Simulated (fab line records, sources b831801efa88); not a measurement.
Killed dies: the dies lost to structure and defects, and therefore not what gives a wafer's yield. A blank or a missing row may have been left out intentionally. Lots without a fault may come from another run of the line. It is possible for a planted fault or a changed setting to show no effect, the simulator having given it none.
The tool behind it: which one? :: flow gf180mcu :: Sampling: 13 lots, 39 wafers, 5 of 602 route steps

## WHAT EACH GAUGE READ, for each wafer
GF_NSD_TW_MEAS_12.
lot: L142
measured: day 13 11:50
on: film-metro-01
NSD_TW: 4204 4187 4207

lot: L143
measured: day 13 18:35
on: film-metro-04
NSD_TW: 4235 4228 4240

lot: L144
measured: day 14 04:38
on: film-metro-04
NSD_TW: 4236 4226 4237

lot: L146
measured: day 14 21:43
on: film-metro-02
NSD_TW: 4277 4262 4328

lot: L147
measured: day 15 03:12
on: film-metro-01
NSD_TW: 4215 4225 4225

lot: L153
measured: day 17 10:20
on: film-metro-02
NSD_TW: 4270 4289 4295

lot: L158
measured: day 19 03:38
on: film-metro-02
NSD_TW: 4278 4269 4295

lot: L159
measured: day 19 06:45
on: film-metro-04
NSD_TW: 4265 4240 4260

lot: L160
measured: day 19 18:11
on: film-metro-02
NSD_TW: 4250 4265 4263

lot: L161
measured: day 19 21:35
on: film-metro-01
NSD_TW: 4180 4203 4197

lot: L163
measured: day 20 16:53
on: film-metro-04
NSD_TW: 4225 4224 4225

lot: L164
measured: day 20 19:11
on: film-metro-04
NSD_TW: 4241 4236 4249

lot: L165
measured: day 21 06:47
on: film-metro-01
NSD_TW: 4206 4215 4196

GF_M1_CD_MEAS_14 targets a cd of 230 nm.
lot: L142
measured: day 17 05:38
on: cd-sem-01
cd-nm (nm): 230.5 230.1 230.5

lot: L143
measured: day 17 13:58
on: cd-sem-01
cd-nm (nm): 230.1 231.8 230.5

lot: L144
measured: day 17 23:57
on: cd-sem-01
cd-nm (nm): 230.1 229.5 230.4

lot: L146
measured: day 18 19:31
on: cd-sem-01
cd-nm (nm): 229.2 230.2 230.0

lot: L147
measured: day 19 04:42
on: cd-sem-01
cd-nm (nm): 230.6 231.2 230.0

lot: L153
measured: day 21 14:26
on: cd-sem-02
cd-nm (nm): 148.1 134.2 197.1

lot: L158
measured: day 23 04:32
on: cd-sem-01
cd-nm (nm): 227.3 228.2 227.5

lot: L159
measured: day 23 10:11
on: cd-sem-01
cd-nm (nm): 230.5 230.4 229.8

lot: L160
measured: day 23 21:11
on: cd-sem-02
cd-nm (nm): 230.2 230.0 230.5

lot: L161
measured: day 23 23:29
on: cd-sem-02
cd-nm (nm): 231.7 231.7 232.3

lot: L163
measured: day 24 17:41
on: cd-sem-01
cd-nm (nm): 230.6 230.8 231.3

lot: L164
measured: day 24 19:23
on: cd-sem-01
cd-nm (nm): 229.8 229.7 230.0

lot: L165
measured: day 25 05:47
on: cd-sem-01
cd-nm (nm): 230.5 231.7 229.8

GF_V1_BOW_MEAS_05.
lot: L142
measured: day 17 07:00
on: film-metro-02
V1_BOW (um): 72 74 80

lot: L143
measured: day 17 15:20
on: film-metro-03
V1_BOW (um): 96 90 83

lot: L144
measured: day 18 01:19
on: film-metro-02
V1_BOW (um): 75 71 68

lot: L146
measured: day 18 20:54
on: film-metro-01
V1_BOW (um): 79 78 85

lot: L147
measured: day 19 06:04
on: film-metro-01
V1_BOW (um): 95 83 86

lot: L153
measured: day 21 16:01
on: film-metro-01
V1_BOW (um): 81

lot: L158
measured: day 23 05:56
on: film-metro-03
V1_BOW (um): 88 82 77

lot: L159
measured: day 23 11:34
on: film-metro-01
V1_BOW (um): 77 77 70

lot: L160
measured: day 23 22:33
on: film-metro-03
V1_BOW (um): 87 86 75

lot: L161
measured: day 24 00:51
on: film-metro-02
V1_BOW (um): 66 80 84

lot: L163
measured: day 24 19:05
on: film-metro-01
V1_BOW (um): 75 81 84

lot: L164
measured: day 24 20:52
on: film-metro-02
V1_BOW (um): 77 75 83

lot: L165
measured: day 25 07:29
on: film-metro-03
V1_BOW (um): 75 70 82

GF_V2_THK_MEAS_03.
lot: L142
measured: day 19 09:08
on: film-metro-01
V2_CVD_02_THK (nm): 846 833 849

lot: L143
measured: day 19 18:27
on: film-metro-03
V2_CVD_02_THK (nm): 847 850 869

lot: L144
measured: day 20 03:17
on: film-metro-03
V2_CVD_02_THK (nm): 840 851 883

lot: L146
measured: day 21 00:35
on: film-metro-01
V2_CVD_02_THK (nm): 845 852 857

lot: L147
measured: day 21 09:39
on: film-metro-03
V2_CVD_02_THK (nm): 847 838 858

lot: L153
measured: day 23 16:53
on: film-metro-01
V2_CVD_02_THK (nm): 863

lot: L158
measured: day 25 04:58
on: film-metro-03
V2_CVD_02_THK (nm): 839 832 852

lot: L159
measured: day 25 10:11
on: film-metro-03
V2_CVD_02_THK (nm): 830 843 857

lot: L160
measured: day 25 21:19
on: film-metro-01
V2_CVD_02_THK (nm): 847 871 883

lot: L161
measured: day 25 23:13
on: film-metro-04
V2_CVD_02_THK (nm): 864 867 866

lot: L163
measured: day 26 16:26
on: film-metro-03
V2_CVD_02_THK (nm): 847 860 856

lot: L164
measured: day 26 18:20
on: film-metro-03
V2_CVD_02_THK (nm): 852 846 855

lot: L165
measured: day 27 04:31
on: film-metro-04
V2_CVD_02_THK (nm): 832 855 854

## EACH LOT AND THE TOOL THAT RAN IT (in order: tool; ch and the chambers of the sampled wafers; start)
lot: L142
GF_M1_EXPOSE_11: krf-scanner-02 ch 0, day 16 18:30

lot: L143
GF_M1_EXPOSE_11: krf-scanner-02 ch 0, day 17 02:43

lot: L144
GF_M1_EXPOSE_11: krf-scanner-02 ch 0, day 17 12:32

lot: L146
GF_M1_EXPOSE_11: krf-scanner-02 ch 0, day 18 07:37

lot: L147
GF_M1_EXPOSE_11: krf-scanner-01 ch 0, day 18 16:40

lot: L153
GF_M1_EXPOSE_11: krf-scanner-01 ch 0, day 21 02:22

lot: L158
GF_M1_EXPOSE_11: krf-scanner-02 ch 0, day 22 17:23

lot: L159
GF_M1_EXPOSE_11: krf-scanner-02 ch 0, day 22 22:26

lot: L160
GF_M1_EXPOSE_11: krf-scanner-02 ch 0, day 23 10:16

lot: L161
GF_M1_EXPOSE_11: krf-scanner-02 ch 0, day 23 12:04

lot: L163
GF_M1_EXPOSE_11: krf-scanner-01 ch 0, day 24 07:10

lot: L164
GF_M1_EXPOSE_11: krf-scanner-01 ch 0, day 24 08:22

lot: L165
GF_M1_EXPOSE_11: krf-scanner-01 ch 0, day 24 19:10
- GF_M1_EXPOSE_11: exposes mask Metal1, target cd 230 nm.

## WHAT THE TOOLS THEMSELVES READ (means of the sampled wafers that have a number; where no wafer has one, the mark that the record gives instead)
GF_M1_EXPOSE_11.
lot: L142
tool: krf-scanner-02
exposure-dose-mJ-cm2: 27.966

lot: L143
tool: krf-scanner-02
exposure-dose-mJ-cm2: 27.979

lot: L144
tool: krf-scanner-02
exposure-dose-mJ-cm2: 27.953

lot: L146
tool: krf-scanner-02
exposure-dose-mJ-cm2: 27.962

lot: L147
tool: krf-scanner-01
exposure-dose-mJ-cm2: 27.952

lot: L153
tool: krf-scanner-01
exposure-dose-mJ-cm2: 25.700

lot: L158
tool: krf-scanner-02
exposure-dose-mJ-cm2: 27.965

lot: L159
tool: krf-scanner-02
exposure-dose-mJ-cm2: 27.946

lot: L160
tool: krf-scanner-02
exposure-dose-mJ-cm2: 27.934

lot: L161
tool: krf-scanner-02
exposure-dose-mJ-cm2: 27.937

lot: L163
tool: krf-scanner-01
exposure-dose-mJ-cm2: 27.976

lot: L164
tool: krf-scanner-01
exposure-dose-mJ-cm2: 27.933

lot: L165
tool: krf-scanner-01
exposure-dose-mJ-cm2: 27.954

## THE ANSWER, worked out from the rows above alone
Rule: what is usual is taken from the lots themselves. The widest of any qualifying gaps counts: lots, ordered by their means at a reading, are off when they make up no more than a third of the lots, leave a main group of 4 or more, and stand apart from it by 3 or more times the standard deviation of that group's means. A main group whose means are all the same, to the digits that the tables above print for the reading, isn't used. Also off: a lot with no number at a reading for which 4 or more lots have one. Any other lot the step has rows for is counted as sound. First the gauges in route order, then the tools' own readings, where a lot's mean is used as printed above. At the first step where some lot is off, the reading lying furthest off is the one used; lots without a number count as furthest.
Off: L153 (GF_M1_CD_MEAS_14, cd-nm). Mean 230.2 nm and standard deviation 0.95 in the main group.
A tool fits if, at a process step before that reading, it ran every lot that is off, and no sound lot after the first of them. The gauges at GF_M1_CD_MEAS_14 aren't tried: what is off there is off at GF_M1_EXPOSE_11 too, on other tools, and a gauge's error can't cause that. No candidate that was tried fits.

## WHAT THE SIMULATOR HAD PUT IN
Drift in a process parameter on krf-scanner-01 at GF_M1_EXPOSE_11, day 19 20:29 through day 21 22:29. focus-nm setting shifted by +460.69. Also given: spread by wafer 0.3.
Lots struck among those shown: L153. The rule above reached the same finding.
